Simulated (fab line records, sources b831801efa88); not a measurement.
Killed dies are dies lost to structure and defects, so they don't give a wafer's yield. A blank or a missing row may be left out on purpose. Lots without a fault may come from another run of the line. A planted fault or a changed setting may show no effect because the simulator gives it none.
Which tool did it? | flow gf180mcu | 6 lots, 18 wafers sampled, at 3 steps of a route of 602

WHAT THE GAUGES READ, wafer by wafer
GF_MVSD_TW_MEAS_11.
lot  | measured    | on            | MVSD_TW
L953 | day 5 06:47 | film_metro-01 | 1589 1574 1577
L955 | day 5 23:01 | film_metro-04 | 1589 1590 1583
L959 | day 6 16:55 | film_metro-04 | 1571 1578 1572
L961 | day 7 03:40 | film_metro-01 | 1583 1584 1586
L965 | day 8 02:28 | film_metro-01 | 1856 1859 1858
L970 | day 9 07:55 | film_metro-01 | 1576 1580 1583

WHICH TOOL RAN EACH LOT (tool, then ch and the chambers of the sampled wafers, then the start)
lot  | GF_STI_CMP_25                | GF_MVSD_IMPLANT_08
L953 | cmp-01 ch 0,1, day 2 20:35   | implanter-03 ch 0, day 5 06:24
L955 | cmp-01 ch 0,2,3, day 3 07:11 | implanter-02 ch 0, day 5 22:38
L959 | cmp-01 ch 2,3, day 4 02:44   | implanter-02 ch 0, day 6 16:31
L961 | cmp-01 ch 0,2, day 4 12:08   | implanter-04 ch 0, day 7 03:16
L965 | cmp-01 ch 1,2, day 5 08:48   | implanter-02 ch 0, day 8 02:04
L970 | cmp-01 ch 0,1,2, day 6 10:19 | implanter-03 ch 0, day 9 07:31
- GF_STI_CMP_25: polishes, stops on Si3N4, t overpolish 33 s, target thk 524.6 nm.
- GF_MVSD_IMPLANT_08

THE ANSWER, worked out from the rows above alone
Rule: what is usual is taken from the lots themselves. Put in order of their means at a reading, lots are off if they are a third of the lots or fewer, leave a main group of 4 or more, and stand apart from it by a gap of 3 or more times the standard deviation of the main group's means; of several such gaps the widest counts. A main group whose means are all the same, to the digits that the tables above print for the reading, isn't used. A lot without any number at a reading at which 4 lots or more have one is off too. The other lots that the step has rows for count as sound.
Off: L965, at GF_MVSD_TW_MEAS_11 (MVSD_TW). The main group: mean 1581, standard deviation 4.6.
A tool fits if, at a process step before that reading, it ran every lot that is off, and no sound lot after the first of them. The gauges at GF_MVSD_TW_MEAS_11 are tried like those tools. One fits: implanter-02 at GF_MVSD_IMPLANT_08. Its last sound lot is L959 (day 6 16:31), its first lot that is off L965 (day 8 02:04): a fault that began between those two fits.

WHAT THE SIMULATOR HAD PUT IN
Process parameter drift: implanter-02, from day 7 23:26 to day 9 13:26, at GF_MVSD_IMPLANT_08. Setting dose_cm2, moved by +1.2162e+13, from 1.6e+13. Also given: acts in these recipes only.
Lots struck among those shown: L965. The rule above found the same.
